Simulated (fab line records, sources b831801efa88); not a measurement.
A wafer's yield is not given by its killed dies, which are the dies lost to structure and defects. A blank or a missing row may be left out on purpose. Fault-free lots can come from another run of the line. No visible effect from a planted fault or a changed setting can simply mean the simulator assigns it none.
fab line records | flow sky130
[record] lots = 11 wafers = 33 lastDay = 50
route steps=708 shown NWELL@82 VT_ADJUST_HVTP@95 VT_ADJUST_LVTN@104 VT_ADJUST_NCORE@130 VT_ADJUST_HVTR@142 PAD_OPEN@708
lots that met no fault: taken from a fault-free run of the same line
startH: hours from the record's opening day to when the first of the lot's shown wafers began | waitH: hours elapsed since this lot's preceding step | " unchanged from the row above | L1.1+2: a row that stands for several wafers | - no value, or no start given | * or withheld: withheld | < > ~ a bound
route shown NAME@n: names a module that has steps shown in the file, with the first one's number in the route | usual: mean and standard deviation over wafers with no fault | same: alike in all rows | chamber/n: place in a boat | sites: each site's reading | _std_site: their standard deviation | _edge_site: inner sites' mean taken away from outer sites' mean | radiusMm: how far each site lies from the wafer's centre | mask NAME#n: copy n | behind: tool/chamber where the wafer was last shaped | hold: why the lot was held/for how many hours/how that ended | device: names the non-switching transistor (n, p or np) | end of line: the same wafers' tests at the end of the route | a step with no rows: only its recipe | killed: not the wafer's yield, but the dies lost to structure and defects at the first sort | map: a wafer's dies, marking killed ones x, the rest . and places with no die _
set.NAME: setting as actually run; set.NAME@STEP: the setting as run at that earlier step | model.NAME: the simulator's own value behind a step, which no gauge read
the route's steps for a sample of lots (tables are steps, rows are wafers)
services: a tool's chamber out of use, with start hour (startH, from the record's first day; less than 0 if before it), hours out, and reason
[[steps]]
[step SKY_NWELL_RS_MEAS_29]
[recipe] thkMeasGauge = four-point-probe
[usual] NWELL_RS = 625.6/2.4
// columns lot.wafer tool chamber startH waitH NWELL_RS[ohm/sq]
L660.2 filmMetro-01 - 104.90 0.1 628.4
L660.3 " - " " 629.3
L660.4 " - " " 629.7
L668.2 filmMetro-01 - 153.70 0.1 628.0
L668.5 " - " " 626.9
L668.6 " - " " 627.5
L669.3 filmMetro-03 - 159.27 0.1 625.8
L669.4 " - " " 625.4
L669.6 " - " " 624.7
L673.1 filmMetro-03 - 184.43 0.1 625.2
L673.2 " - " " 624.8
L673.4 " - " " 625.9
L674.2 filmMetro-02 - 192.75 0.1 622.4
L674.3 " - " " 623.6
L674.6 " - " " 624.0
L677.3 filmMetro-03 - 209.25 0.1 620.9
L677.4 " - " " 621.8
L677.6 " - " " 620.8
L678.2 filmMetro-03 - 216.53 0.1 623.2
L678.3 " - " " 625.2
L678.4 " - " " 623.9
L679.1 filmMetro-01 - 221.06 0.1 627.9
L679.2 " - " " 626.9
L679.6 " - " " 628.3
L681.2 filmMetro-02 - 227.75 0.1 627.8
L681.4 " - " " 629.7
L681.5 " - " " 627.0
L682.3 filmMetro-02 - 235.35 0.1 626.1
L682.4 " - " " 627.5
L682.6 " - " " 626.3
L683.2 filmMetro-03 - 243.99 0.1 624.4
L683.4 " - " " 624.8
L683.5 " - " " 621.9
[step SKY_VT_ADJUST_HVTP_STRIP_10]
[recipe] chemistry = O2/N2 powerW = 1400 pressureMtorr = 1500 platenTempC = withheld o2FlowSccm = 3000 n2FlowSccm = 300 overashFraction = 0.5
[usual] drypumpMotorCurrentA = 5.63/0.26 oesProductAu = 0.716/0.0046 stripTimeToEndpointS = 14.17/0.039
// columns lot.wafer tool chamber startH waitH drypumpMotorCurrentA oesProductAu rfHoursCounterH stripTimeToEndpointS
L660.2 plasmaAsher-02 0 123.19 0.1 5.76 0.714 42 14.16
L660.3 " 0 " " 5.75 0.711 - 14.16
L660.4 " 1 " " 5.23 0.720 - 14.19
L668.2 plasmaAsher-03 1 174.86 0.1 5.77 0.721 34 14.22
L668.5 " 0 " " 5.27 0.716 - 14.19
L668.6 " 1 " " 5.77 0.720 - 14.24
L669.3 plasmaAsher-02 1 180.42 0.1 5.24 0.717 - 14.16
L669.4 " 0 " " 5.80 0.720 - 14.21
L669.6 " 0 " " 5.77 0.714 - 14.24
L673.1 plasmaAsher-04 1 206.29 0.1 5.95 0.718 56 14.16
L673.2 " 0 " " 5.68 0.721 56 14.12
L673.4 " 1 " " 5.95 0.722 - 14.18
L674.2 plasmaAsher-02 1 214.22 0.1 5.26 0.711 50 14.16
L674.3 " 0 " " 5.77 0.716 - 14.16
L674.6 " 0 " " 5.78 0.718 - 14.13
L677.3 plasmaAsher-02 0 232.97 0.1 5.78 0.708 - 14.14
L677.4 " 1 " " 5.25 0.734 - 14.16
L677.6 " 0 " " 5.80 0.710 - 14.17
L678.2 plasmaAsher-02 0 240.14 0.1 5.76 0.708 53 14.13
L678.3 " 1 " " 5.22 0.707 - 14.17
L678.4 " 0 " " 5.78 0.717 - 14.11
L679.1 plasmaAsher-04 0 244.19 0.1 5.65 0.721 60 14.18
L679.2 " 1 " " 5.95 0.714 60 14.19
L679.6 " 1 " " 5.96 0.710 - 14.19
L681.2 plasmaAsher-02 0 249.94 0.1 5.76 0.717 54 14.12
L681.4 " 0 " " 5.77 0.716 - 14.16
L681.5 " 0 " " 5.77 0.717 - 14.10
L682.3 plasmaAsher-03 0 258.53 0.1 5.25 0.718 - 14.19
L682.4 " 1 " " 5.74 0.713 - 14.17
L682.6 " 1 " " 5.77 0.719 - 14.19
L683.2 plasmaAsher-04 1 267.31 0.1 5.94 0.719 62 14.22
L683.4 " 1 " " 5.92 0.714 - 14.24
L683.5 " 0 " " 5.66 0.721 - 14.20
[step SKY_VT_ADJUST_LVTN_OVL_MEAS_07]
[usual] VT_ADJUST_LVTN_OVL = 0.4/1.3
// columns lot.wafer tool chamber startH waitH VT_ADJUST_LVTN_OVL[nm]
L660.2 overlay-01 - 141.08 - 2.1
L660.3 " - " " 1.4
L660.4 " - " " 1.7
L668.2 overlay-02 - 195.92 - -0.8
L668.5 " - " " -0.5
L668.6 " - " " 0.7
L669.3 overlay-02 - 201.98 - -0.3
L669.4 " - " " 0.1
L669.6 " - " " -1.6
L673.1 overlay-02 - 228.03 - -0.8
L673.2 " - " " 0.5
L673.4 " - " " 2.2
L674.2 overlay-02 - 237.17 - 0.1
L674.3 " - " " 0.1
L674.6 " - " " -0.6
L677.3 overlay-01 - 255.33 - 1.1
L677.4 " - " " -0.3
L677.6 " - " " 2.2
L678.2 overlay-01 - 262.89 - 0.5
L678.3 " - " " -0.9
L678.4 " - " " 0.7
L679.1 overlay-02 - 267.31 - 1.2
L679.2 " - " " 0.3
L679.6 " - " " 0.9
L681.2 overlay-02 - 274.09 - 0.0
L681.4 " - " " 1.0
L681.5 " - " " -0.7
L682.3 overlay-02 - 282.99 - 0.9
L682.4 " - " " 0.9
L682.6 " - " " 0.8
L683.2 overlay-02 - 291.67 - -1.6
L683.4 " - " " -0.3
L683.5 " - " " 0.5
[step SKY_VT_ADJUST_LVTN_COAT_13]
[recipe] resist = NOVOLAK spinRpm = 3000 resistThkNm = 1140
[usual] chillPlateTempC = 23.01/0.13 dispensePressureKPa = 53/4
// columns lot.wafer tool chamber startH waitH chillPlateTempC dispensePressureKPa
L660.2 lithoTrack-02 0 150.54 0.1 23.00 59
L660.3 " 0 " " 23.10 59
L660.4 " 0 " " 22.88 59
L668.2 lithoTrack-04 - 206.59 0.1 - -
L668.5 " - " " - -
L668.6 " - " " - -
L669.3 lithoTrack-02 - 212.26 0.1 - -
L669.4 " - " " - -
L669.6 " - " " - -
L673.1 lithoTrack-02 0 239.06 0.1 22.91 59
L673.2 " 0 " " 22.94 59
L673.4 " 0 " " 22.64 59
L674.2 lithoTrack-03 0 248.41 0.1 22.91 49
L674.3 " 0 " " 22.90 49
L674.6 " 0 " " 22.87 49
L677.3 lithoTrack-04 0 267.22 0.1 22.91 53
L677.4 " 0 " " 22.82 53
L677.6 " 0 " " 22.80 53
L678.2 lithoTrack-03 0 275.70 0.1 23.11 49
L678.3 " 0 " " 23.29 49
L678.4 " 0 " " 23.15 49
L679.1 lithoTrack-02 0 279.86 0.1 22.85 59
L679.2 " 0 " " 23.00 59
L679.6 " 0 " " 22.85 59
L681.2 lithoTrack-03 0 286.15 0.1 22.93 49
L681.4 " 0 " " 23.07 49
L681.5 " 0 " " 23.13 49
L682.3 lithoTrack-03 0 295.43 0.1 22.90 49
L682.4 " 0 " " 22.87 49
L682.6 " 0 " " 22.77 49
L683.2 lithoTrack-03 0 304.80 0.1 22.95 49
L683.4 " 0 " " 23.02 49
L683.5 " 0 " " 22.96 49
[step SKY_VT_ADJUST_LVTN_OVL_MEAS_18]
[usual] VT_ADJUST_LVTN_01_OVL = 0.1/1.3
// columns lot.wafer tool chamber startH waitH VT_ADJUST_LVTN_01_OVL[nm]
L660.2 overlay-02 - 161.49 0.1 1.7
L660.3 " - " " 0.9
L660.4 " - " " 1.1
L668.2 overlay-01 - 217.69 0.1 -
L668.5 " - " " -
L668.6 " - " " -
L669.3 overlay-01 - 224.49 0.1 -
L669.4 " - " " -
L669.6 " - " " -
L673.1 overlay-02 - 250.93 0.1 -1.3
L673.2 " - " " -1.5
L673.4 " - " " -0.3
L674.2 overlay-02 - 260.57 0.1 0.2
L674.3 " - " " 2.9
L674.6 " - " " 2.0
L677.3 overlay-01 - 279.93 0.1 0.2
L677.4 " - " " -0.5
L677.6 " - " " 0.1
L678.2 overlay-02 - 287.42 0.1 0.1
L678.3 " - " " 1.0
L678.4 " - " " -0.4
L679.1 overlay-02 - 291.96 0.1 0.4
L679.2 " - " " 1.4
L679.6 " - " " -0.7
L681.2 overlay-02 - 298.77 0.1 -3.3
L681.4 " - " " -2.3
L681.5 " - " " 0.5
L682.3 overlay-01 - 308.19 0.1 0.4
L682.4 " - " " -1.3
L682.6 " - " " 1.3
L683.2 overlay-01 - 318.07 0.1 1.5
L683.4 " - " " 0.4
L683.5 " - " " 0.7
[step SKY_VT_ADJUST_NCORE_TW_MEAS_11]
[usual] VT_ADJUST_NCORE_TW = 217.6/1.3
// columns lot.wafer tool chamber startH waitH VT_ADJUST_NCORE_TW
L660.2 filmMetro-04 - 182.25 0.1 216.5
L660.3 " - " " 217.4
L660.4 " - " " 216.4
L668.2 filmMetro-04 - 241.38 0.1 249.3
L668.5 " - " " 249.0
L668.6 " - " " 247.9
L669.3 filmMetro-02 - 248.21 0.1 247.6
L669.4 " - " " 247.6
L669.6 " - " " 246.1
L673.1 filmMetro-04 - 275.44 0.1 217.6
L673.2 " - " " 217.9
L673.4 " - " " 217.8
L674.2 filmMetro-04 - 285.90 0.1 217.4
L674.3 " - " " 217.9
L674.6 " - " " 218.1
L677.3 filmMetro-04 - 305.99 0.1 216.9
L677.4 " - " " 217.5
L677.6 " - " " 216.1
L678.2 filmMetro-02 - 313.54 0.1 214.4
L678.3 " - " " 215.9
L678.4 " - " " 216.1
L679.1 filmMetro-03 - 318.54 0.1 217.7
L679.2 " - " " 219.6
L679.6 " - " " 219.5
L681.2 filmMetro-02 - 325.45 0.1 216.4
L681.4 " - " " 215.4
L681.5 " - " " 215.4
L682.3 filmMetro-04 - 334.29 0.1 218.1
L682.4 " - " " 216.7
L682.6 " - " " 217.7
L683.2 filmMetro-03 - 344.25 0.1 217.7
L683.4 " - " " 218.4
L683.5 " - " " 218.9
[step SKY_VT_ADJUST_HVTR_TW_MEAS_11]
[usual] VT_ADJUST_HVTR_TW = 210.6/2
// columns lot.wafer tool chamber startH waitH VT_ADJUST_HVTR_TW
L660.2 filmMetro-01 - 203.13 0.1 214.2
L660.3 " - " " 215.1
L660.4 " - " " 213.4
L668.2 filmMetro-02 - 264.90 0.1 241.7
L668.5 " - " " 243.4
L668.6 " - " " 243.8
L669.3 filmMetro-02 - 271.89 0.1 239.7
L669.4 " - " " 242.4
L669.6 " - " " 242.0
L673.1 filmMetro-01 - 300.24 0.1 214.3
L673.2 " - " " 213.0
L673.4 " - " " 213.6
L674.2 filmMetro-01 - 311.20 0.1 213.9
L674.3 " - " " 214.7
L674.6 " - " " 212.8
L677.3 filmMetro-02 - 331.99 0.1 209.0
L677.4 " - " " 207.3
L677.6 " - " " 208.0
L678.2 filmMetro-03 - 340.18 0.1 208.1
L678.3 " - " " 209.4
L678.4 " - " " 210.4
L679.1 filmMetro-02 - 344.47 0.1 207.1
L679.2 " - " " 207.3
L679.6 " - " " 207.7
L681.2 filmMetro-03 - 352.08 0.1 209.6
L681.4 " - " " 208.7
L681.5 " - " " 209.8
L682.3 filmMetro-03 - 361.01 0.1 210.9
L682.4 " - " " 212.0
L682.6 " - " " 212.1
L683.2 filmMetro-03 - 372.38 0.1 211.5
L683.4 " - " " 211.6
L683.5 " - " " 211.1
[step SKY_PAD_OPEN_PROBE_99]
[usual] killed_at_M0_to_M3 = 42/7.5 killed_at_M4_up = 3.2/1.7 killedAtContacts = 24/5.1 killedAtFrontEnd = 15/4.1 killedAtOther = 0.3/0.58 killedDies = 85/8.9 killedOnRim = 17/3.9 killedOpen = 46/6.4 killedShort = 39/6
[same] grossDies = 492 killedAtBackSide = 0
// columns lot.wafer tool chamber startH waitH killed_at_M0_to_M3 killed_at_M4_up killedAtContacts killedAtFrontEnd killedAtOther killedDies killedOnRim killedOpen killedShort
L660.2 prober-01 - 1071.13 0.1 36 2 20 11 1 70 16 41 28
L660.3 prober-01 - 1071.18 0.2 41 1 27 15 1 85 19 45 40
L660.4 prober-01 - 1071.23 0.2 29 2 18 21 0 70 14 38 32
L668.2 prober-01 - 1130.81 0.1 38 1 28 424 1 492 96 48 35
L668.5 prober-01 - 1130.96 0.2 34 3 21 434 0 492 96 41 26
L668.6 prober-01 - 1131.01 0.2 50 2 23 417 0 492 96 44 47
L669.3 prober-02 - 1136.14 0.2 44 6 31 410 1 492 96 50 47
L669.4 prober-02 - 1136.19 0.2 35 4 30 423 0 492 96 51 38
L669.6 prober-02 - 1136.29 0.2 38 6 31 416 1 492 96 57 32
L673.1 prober-02 - 1154.01 0.1 54 2 19 10 0 85 19 45 40
L673.2 prober-02 - 1154.06 0.1 53 5 21 11 0 90 15 50 40
L673.4 prober-02 - 1154.16 0.2 49 3 26 13 0 91 14 51 39
L674.2 prober-01 - 1161.40 0.1 40 5 24 18 1 88 20 51 37
L674.3 prober-01 - 1161.45 0.2 46 0 30 18 0 94 15 50 44
L674.6 prober-01 - 1161.60 0.2 63 4 28 11 0 106 26 66 39
L677.3 prober-01 - 1173.86 0.2 41 3 19 12 0 75 12 41 34
L677.4 prober-01 - 1173.91 0.2 41 2 19 12 0 74 9 46 28
L677.6 prober-01 - 1174.01 0.2 39 1 24 11 0 75 14 40 35
L678.2 prober-01 - 1177.40 0.1 39 4 24 12 0 79 17 41 38
L678.3 prober-01 - 1177.45 0.2 38 4 28 12 0 82 15 40 42
L678.4 prober-01 - 1177.50 0.2 45 6 23 11 2 87 18 51 36
L679.1 prober-02 - 1183.53 0.1 42 1 28 16 0 87 13 47 40
L679.2 prober-02 - 1183.58 0.1 47 4 14 11 0 76 14 43 33
L679.6 prober-02 - 1183.78 0.2 39 2 33 7 0 81 13 50 31
L681.2 prober-01 - 1184.70 0.1 36 2 14 17 0 69 9 43 25
L681.4 prober-01 - 1184.80 0.2 61 3 15 21 0 100 19 50 50
L681.5 prober-01 - 1184.85 0.2 32 3 21 10 0 66 16 38 27
L682.3 prober-01 - 1189.64 0.2 51 3 30 15 0 99 16 61 38
L682.4 prober-01 - 1189.69 0.2 39 1 22 10 0 72 16 45 27
L682.6 prober-01 - 1189.79 0.2 45 2 17 16 0 80 16 48 32
L683.2 prober-02 - 1198.49 0.1 56 2 21 17 0 96 21 55 41
L683.4 prober-02 - 1198.59 0.2 44 3 17 10 1 75 15 42 33
L683.5 prober-02 - 1198.64 0.2 38 1 20 17 0 76 11 48 27
// killed by level:class
L660.2 VIA1:geometricParticle:open=9 VIA2:geometricParticle:open=8 CONTACT:geometricParticle:open=7 METAL2:geometricParticle:short=6 LI_CONTACT:geometricParticle:open=5 VIA3:geometricParticle:short=5 FIELD_ISO:geometricParticle:open=4 POLY_GATE:geometricParticle:open=3
L660.3 VIA3:geometricParticle:open=8 VIA2:geometricParticle:open=8 CONTACT:geometricParticle:open=7 METAL1:geometricParticle:short=6 CONTACT:geometricParticle:short=6 VIA1:geometricParticle:open=6 LI_CONTACT:geometricParticle:short=5 LI_CONTACT:geometricParticle:open=5
L660.4 FIELD_ISO:geometricParticle:short=7 CONTACT:geometricParticle:open=7 FIELD_ISO:geometricParticle:open=6 METAL2:geometricParticle:short=6 LI_CONTACT:geometricParticle:open=5 VIA1:geometricParticle:open=5 POLY_GATE:geometricParticle:open=4 VIA1:geometricParticle:short=3
L668.2 VT_ADJUST_LVTN:areaExpose=409 CONTACT:geometricParticle:open=9 VIA2:geometricParticle:open=8 LI_CONTACT:geometricParticle:open=6 LOCAL_INTERCONNECT:geometricParticle:short=6 VIA1:geometricParticle:open=6 METAL2:geometricParticle:short=5 FIELD_ISO:geometricParticle:open=4
L668.5 VT_ADJUST_LVTN:areaExpose=424 VIA1:geometricParticle:open=13 CONTACT:geometricParticle:open=8 LI_CONTACT:geometricParticle:open=6 VIA1:geometricParticle:short=4 VIA3:geometricParticle:open=4 POLY_GATE:geometricParticle:open=3 POLY_GATE:geometricParticle:short=3
L668.6 VT_ADJUST_LVTN:areaExpose=401 VIA1:geometricParticle:open=14 CONTACT:geometricParticle:short=8 FIELD_ISO:geometricParticle:short=6 METAL1:geometricParticle:short=6 LOCAL_INTERCONNECT:geometricParticle:short=5 METAL2:geometricParticle:short=5 VIA3:geometricParticle:open=5
L669.3 VT_ADJUST_LVTN:areaExpose=394 CONTACT:geometricParticle:open=10 VIA3:geometricParticle:open=10 LI_CONTACT:geometricParticle:open=6 CONTACT:geometricParticle:short=6 VIA1:geometricParticle:open=6 METAL2:geometricParticle:short=6 METAL4:geometricParticle:short=5
L669.4 VT_ADJUST_LVTN:areaExpose=403 CONTACT:geometricParticle:open=14 VIA1:geometricParticle:open=9 LI_CONTACT:geometricParticle:open=8 VIA2:geometricParticle:open=6 FIELD_ISO:geometricParticle:short=5 POLY_GATE:geometricParticle:short=5 CONTACT:geometricParticle:short=4
L669.6 VT_ADJUST_LVTN:areaExpose=403 CONTACT:geometricParticle:open=12 VIA1:geometricParticle:open=10 LI_CONTACT:geometricParticle:open=9 METAL2:geometricParticle:short=8 VIA2:geometricParticle:open=7 FIELD_ISO:geometricParticle:open=4 CONTACT:geometricParticle:short=4
L673.1 VIA1:geometricParticle:open=11 METAL1:geometricParticle:short=8 VIA2:geometricParticle:open=8 CONTACT:geometricParticle:open=7 VIA3:geometricParticle:open=7 CONTACT:geometricParticle:short=4 VIA3:geometricParticle:short=4 LI_CONTACT:geometricParticle:open=3
L673.2 CONTACT:geometricParticle:open=11 VIA1:geometricParticle:open=11 VIA1:geometricParticle:short=8 VIA2:geometricParticle:open=8 VIA3:geometricParticle:open=6 METAL1:geometricParticle:short=6 LI_CONTACT:geometricParticle:open=4 METAL3:geometricParticle:short=4
L673.4 CONTACT:geometricParticle:open=15 VIA1:geometricParticle:open=10 METAL2:geometricParticle:short=9 VIA2:geometricParticle:open=6 VIA3:geometricParticle:open=6 POLY_GATE:geometricParticle:short=5 VIA2:geometricParticle:short=5 LI_CONTACT:geometricParticle:open=4
L674.2 VIA1:geometricParticle:open=14 CONTACT:geometricParticle:open=12 VIA3:geometricParticle:open=8 POLY_GATE:geometricParticle:short=6 FIELD_ISO:geometricParticle:open=5 VIA2:geometricParticle:open=5 FIELD_ISO:geometricParticle:short=4 VIA2:geometricParticle:short=4
L674.3 CONTACT:geometricParticle:open=13 VIA3:geometricParticle:open=10 VIA1:geometricParticle:open=7 METAL3:geometricParticle:short=7 LI_CONTACT:geometricParticle:open=5 LOCAL_INTERCONNECT:geometricParticle:short=5 CONTACT:geometricParticle:short=5 FIELD_ISO:geometricParticle:open=4
L674.6 LI_CONTACT:geometricParticle:open=13 VIA3:geometricParticle:open=11 VIA1:geometricParticle:open=11 CONTACT:geometricParticle:open=8 METAL2:geometricParticle:short=8 VIA2:geometricParticle:open=8 FIELD_ISO:geometricParticle:open=5 VIA1:geometricParticle:short=5
L677.3 CONTACT:geometricParticle:open=9 VIA1:geometricParticle:open=8 VIA2:geometricParticle:open=7 LI_CONTACT:geometricParticle:open=5 VIA3:geometricParticle:short=5 VIA3:geometricParticle:open=4 METAL2:geometricParticle:short=4 VIA2:geometricParticle:short=4
L677.4 CONTACT:geometricParticle:open=9 VIA1:geometricParticle:open=8 VIA3:geometricParticle:open=7 VIA1:geometricParticle:short=6 LI_CONTACT:geometricParticle:open=5 METAL2:geometricParticle:short=4 VIA2:geometricParticle:open=4 POLY_GATE:geometricParticle:open=3
L677.6 CONTACT:geometricParticle:open=11 VIA1:geometricParticle:open=9 METAL1:geometricParticle:short=7 VIA1:geometricParticle:short=7 LOCAL_INTERCONNECT:geometricParticle:short=5 POLY_GATE:geometricParticle:short=4 LI_CONTACT:geometricParticle:open=4 VIA2:geometricParticle:open=4
L678.2 CONTACT:geometricParticle:open=9 VIA3:geometricParticle:open=8 VIA1:geometricParticle:short=6 VIA2:geometricParticle:open=6 LOCAL_INTERCONNECT:geometricParticle:short=5 METAL1:geometricParticle:short=5 POLY_GATE:geometricParticle:short=4 POLY_GATE:geometricParticle:open=4
L678.3 CONTACT:geometricParticle:open=11 VIA1:geometricParticle:open=9 LOCAL_INTERCONNECT:geometricParticle:short=6 CONTACT:geometricParticle:short=6 METAL3:geometricParticle:short=6 FIELD_ISO:geometricParticle:short=5 VIA3:geometricParticle:open=5 FIELD_ISO:geometricParticle:open=4
L678.4 VIA1:geometricParticle:open=12 CONTACT:geometricParticle:open=11 LI_CONTACT:geometricParticle:open=6 VIA1:geometricParticle:short=6 METAL2:geometricParticle:short=6 METAL1:geometricParticle:short=5 VIA2:geometricParticle:open=5 VIA3:geometricParticle:open=5
L679.1 LI_CONTACT:geometricParticle:open=9 CONTACT:geometricParticle:open=9 VIA1:geometricParticle:open=9 METAL1:geometricParticle:short=7 FIELD_ISO:geometricParticle:short=6 POLY_GATE:geometricParticle:open=6 VIA1:geometricParticle:short=6 LOCAL_INTERCONNECT:geometricParticle:short=5
L679.2 VIA1:geometricParticle:open=13 VIA3:geometricParticle:open=9 CONTACT:geometricParticle:open=7 POLY_GATE:geometricParticle:short=6 VIA2:geometricParticle:open=6 VIA1:geometricParticle:short=5 METAL2:geometricParticle:short=4 FIELD_ISO:geometricParticle:short=3
L679.6 CONTACT:geometricParticle:open=13 VIA1:geometricParticle:open=12 VIA2:geometricParticle:open=7 LI_CONTACT:geometricParticle:open=6 CONTACT:geometricParticle:short=6 VIA1:geometricParticle:short=6 LOCAL_INTERCONNECT:geometricParticle:short=5 METAL1:geometricParticle:short=4
L681.2 VIA1:geometricParticle:open=9 LI_CONTACT:geometricParticle:open=7 VIA3:geometricParticle:open=7 CONTACT:geometricParticle:open=5 VIA2:geometricParticle:open=5 FIELD_ISO:geometricParticle:short=4 METAL2:geometricParticle:short=3 FIELD_ISO:geometricParticle:open=2
L681.4 VIA3:geometricParticle:open=13 VIA2:geometricParticle:open=7 POLY_GATE:geometricParticle:short=7 CONTACT:geometricParticle:open=7 VIA1:geometricParticle:open=7 VIA2:geometricParticle:short=6 VIA3:geometricParticle:short=6 METAL1:geometricParticle:short=6
L681.5 VIA1:geometricParticle:open=11 LI_CONTACT:geometricParticle:open=8 LOCAL_INTERCONNECT:geometricParticle:short=6 VIA1:geometricParticle:short=5 CONTACT:geometricParticle:open=4 VIA3:geometricParticle:open=4 VIA2:geometricParticle:open=3 FIELD_ISO:geometricParticle:open=2
L682.3 CONTACT:geometricParticle:open=14 VIA1:geometricParticle:open=11 FIELD_ISO:geometricParticle:open=8 METAL1:geometricParticle:short=8 LI_CONTACT:geometricParticle:open=7 VIA3:geometricParticle:open=7 LOCAL_INTERCONNECT:geometricParticle:short=5 VIA2:geometricParticle:open=5
L682.4 VIA1:geometricParticle:open=12 CONTACT:geometricParticle:open=7 LI_CONTACT:geometricParticle:open=6 METAL1:geometricParticle:short=6 FIELD_ISO:geometricParticle:open=5 VIA1:geometricParticle:short=5 VIA3:geometricParticle:open=5 CONTACT:geometricParticle:short=3
L682.6 VIA1:geometricParticle:open=10 VIA2:geometricParticle:open=10 VIA3:geometricParticle:open=6 CONTACT:geometricParticle:open=5 VIA2:geometricParticle:short=5 POLY_GATE:geometricParticle:short=4 LI_CONTACT:geometricParticle:open=4 CONTACT:geometricParticle:short=4
L683.2 VIA1:geometricParticle:open=12 CONTACT:geometricParticle:open=11 VIA2:geometricParticle:open=9 FIELD_ISO:geometricParticle:open=6 VIA2:geometricParticle:short=6 VIA3:geometricParticle:open=6 METAL1:geometricParticle:short=6 VIA1:geometricParticle:short=6
L683.4 VIA1:geometricParticle:open=8 CONTACT:geometricParticle:open=7 VIA2:geometricParticle:open=7 VIA1:geometricParticle:short=6 VIA3:geometricParticle:open=6 LI_CONTACT:geometricParticle:open=5 METAL1:geometricParticle:short=4 VIA2:geometricParticle:short=4
L683.5 VIA1:geometricParticle:open=12 CONTACT:geometricParticle:open=8 LI_CONTACT:geometricParticle:open=6 FIELD_ISO:geometricParticle:open=5 VIA1:geometricParticle:short=5 FIELD_ISO:geometricParticle:short=4 VIA3:geometricParticle:open=4 CONTACT:geometricParticle:short=4
[[services]]
// columns tool chamber startH hours kind
plasmaAsher-03 - 130.44 32.8 pm
plasmaAsher-02 - 146.76 0.5 repair
plasmaAsher-02 - 185.47 13.6 repair
plasmaAsher-03 - 195.75 4.3 repair
plasmaAsher-02 - 284.48 5.2 repair
[[key]]
[firstSign] step = SKY_VT_ADJUST_LVTN_COAT_13 reading = toolRecord direction = missing
[effect] step = SKY_VT_ADJUST_LVTN_OVL_MEAS_18 reading = VT_ADJUST_LVTN_01_OVL direction = missing
[effect] step = SKY_VT_ADJUST_NCORE_TW_MEAS_11 reading = VT_ADJUST_NCORE_TW direction = up sigmas = 23 usual = 217.6 struck = 247.9
[effect] step = SKY_VT_ADJUST_HVTR_TW_MEAS_11 reading = VT_ADJUST_HVTR_TW direction = up sigmas = 16 usual = 210.6 struck = 242.1
[effect] step = SKY_PAD_OPEN_PROBE_99 reading = killedAtFrontEnd direction = up sigmas = 98 usual = 15 struck = 421
[moreKillsBornAt] SKY_VT_ADJUST_LVTN_EXPOSE_15@ilineStepper-02 = 1234 SKY_VT_ADJUST_LVTN_EXPOSE_15@ilineStepper-01 = 1200
metAt SKY_VT_ADJUST_LVTN_COAT_13
struckLots L668,L669
testerLeftOut L668,L669
notActingAt SKY_NWELL_RS_MEAS_29,SKY_VT_ADJUST_HVTP_STRIP_10,SKY_VT_ADJUST_LVTN_OVL_MEAS_07
onsetBetween 150.54 206.59
[fault] kind = skippedStepWhole tool = lithoTrack-02,lithoTrack-04 chamber = - onsetH = 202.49 steps = SKY_VT_ADJUST_LVTN_COAT_13 scope = struckLotsOnly
// testerLeftOut: of these lots the tester's yield and bins aren't shown, on N5 and GAA mostly nor the transistor test; their killed dies are dies lost to structure and defects alone, not to doping, threshold or leakage, so they don't give the yield
